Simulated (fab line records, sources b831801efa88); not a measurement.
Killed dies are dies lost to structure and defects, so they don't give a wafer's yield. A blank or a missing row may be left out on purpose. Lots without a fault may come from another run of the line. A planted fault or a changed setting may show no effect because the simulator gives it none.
Chamber matching | flow sky130 | SKY_VIA1_ETCH_14 on rie_diel-02: 4 sister chambers
The step etches BARC in N2/H2, stops on SiO2, time 45.9 s, target depth 60 nm. 18 wafers are shown with their chamber, then 8 later ones without.

WAFERS WITH THEIR CHAMBER
wafer  | chamber | run_length_s (s) | oes_product_au (a.u.) | throttle_valve_pct (%)
L802.1 | 1       | 74.0             | 0.848                 | 13.230
L802.3 | 2       | 74.3             | 0.845                 | 13.230
L802.5 | 0       | 75.0             | 0.855                 | 13.234
L803.1 | 3       | 74.1             | 0.860                 | 13.231
L803.2 | 2       | 74.6             | 0.846                 | 13.219
L803.5 | 2       | 74.1             | 0.849                 | 13.236
L804.1 | 0       | 75.6             | 0.856                 | 13.212
L804.3 | 2       | 74.4             | 0.855                 | 13.233
L804.5 | 0       | 74.9             | 0.863                 | 13.220
L806.2 | 2       | 73.9             | 0.849                 | 13.213
L808.2 | 0       | 74.8             | 0.849                 | 13.227
L818.2 | 1       | 73.7             | 0.859                 | 13.204
L818.4 | 3       | 73.7             | 0.847                 | 13.234
L818.5 | 0       | 75.4             | 0.856                 | 13.218
L819.1 | 1       | 73.6             | 0.857                 | 13.218
L819.3 | 2       | 74.2             | 0.848                 | 13.236
L819.4 | 3       | 73.9             | 0.859                 | 13.222
L820.1 | 2       | 74.3             | 0.843                 | 13.225

SIGNATURES (means of the wafers above)
reading            | chamber 0 | chamber 1 | chamber 2 | chamber 3 | scatter within a chamber
run_length_s       | 75.140    | 73.767    | 74.257    | 73.900    | 0.259
oes_product_au     | 0.85580   | 0.85467   | 0.84786   | 0.85533   | 0.00508
throttle_valve_pct | 13.22220  | 13.21733  | 13.22743  | 13.22900  | 0.00916
Rule: a wafer's distance from a chamber is the root of the sum, over the readings, of the square of ((its reading less the chamber's mean) divided by the reading's scatter). The wafer belongs to the nearest chamber; if the next one is less than 2 further off, it can't be placed. The scatter: the root of (the sum of the squares of (reading less its chamber's mean) over the shown wafers, divided by (wafers less chambers)).

WAFERS WITHOUT THEIR CHAMBER
wafer  | run_length_s (s) | oes_product_au (a.u.) | throttle_valve_pct (%)
L820.3 | 75.5             | 0.852                 | 13.234
L820.6 | 73.7             | 0.856                 | 13.216
L821.2 | 73.6             | 0.847                 | 13.234
L821.4 | 73.9             | 0.848                 | 13.216
L821.5 | 74.2             | 0.860                 | 13.241
L823.1 | 73.8             | 0.858                 | 13.214
L823.3 | 74.6             | 0.865                 | 13.229
L823.6 | 74.4             | 0.856                 | 13.218

WHICH CHAMBER EACH WENT THROUGH
wafer  | from the rows above               | in truth
L820.3 | 0                                 | 0
L820.6 | can't be placed: 1 or 3           | 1
L821.2 | can't be placed: 3 or 1 or 2      | 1
L821.4 | can't be placed: 1 or 2 or 3      | 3
L821.5 | can't be placed: 3 or 2 or 1      | 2
L823.1 | can't be placed: 1 or 3           | 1
L823.3 | can't be placed: 0 or 3 or 2 or 1 | 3
L823.6 | can't be placed: 2 or 3 or 1 or 0 | 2
Placed correctly: 1 of 8. Can't be placed from these rows: 7 (the true chamber is among the candidates in 7). Placed wrongly: 0.
